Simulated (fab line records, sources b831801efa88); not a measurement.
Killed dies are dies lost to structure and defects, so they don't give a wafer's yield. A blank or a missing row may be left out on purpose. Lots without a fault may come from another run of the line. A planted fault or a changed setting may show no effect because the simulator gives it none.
Which tool did it? | flow sky130 | 12 lots, 36 wafers sampled, at 1 step of a route of 708

WHAT THE GAUGES READ, wafer by wafer
SKY_NWELL_THK_MEAS_02.
lot  | measured    | on            | NWELL_OXIDATION_THK (nm)
L075 | day 2 20:34 | film_metro-01 | 9.83 9.88 9.96
L077 | day 3 08:39 | film_metro-03 | 9.94 10.09 9.97
L079 | day 3 18:34 | film_metro-03 | 9.91 10.21 10.35
L081 | day 4 01:04 | film_metro-04 | 9.83 9.81 10.11
L083 | day 4 12:05 | film_metro-03 | 10.35 10.07 10.04
L085 | day 5 01:48 | film_metro-01 | 10.19 10.45 10.23
L087 | day 5 09:09 | film_metro-04 | 9.88 9.75 9.79
L089 | day 5 17:56 | film_metro-01 | 10.35 10.32 10.27
L091 | day 6 07:08 | film_metro-04 | 10.38 10.25 10.43
L093 | day 6 15:06 | film_metro-01 | 10.17 10.22 10.09
L095 | day 7 01:52 | film_metro-01 | 10.17 10.21 10.06
L097 | day 7 12:12 | film_metro-03 | 10.22 10.25 10.22

WHICH TOOL RAN EACH LOT (tool, then ch and the chambers of the sampled wafers, then the start)
The record holds no process step before these readings.

THE ANSWER, worked out from the rows above alone
Rule: what is usual is taken from the lots themselves. Put in order of their means at a reading, lots are off if they are a third of the lots or fewer, leave a main group of 4 or more, and stand apart from it by a gap of 3 or more times the standard deviation of the main group's means; of several such gaps the widest counts. A main group whose means are all the same, to the digits that the tables above print for the reading, isn't used. A lot without any number at a reading at which 4 lots or more have one is off too. The other lots that the step has rows for count as sound.
No lot is off at any reading shown: from this, nothing can be told.

WHAT THE SIMULATOR HAD PUT IN
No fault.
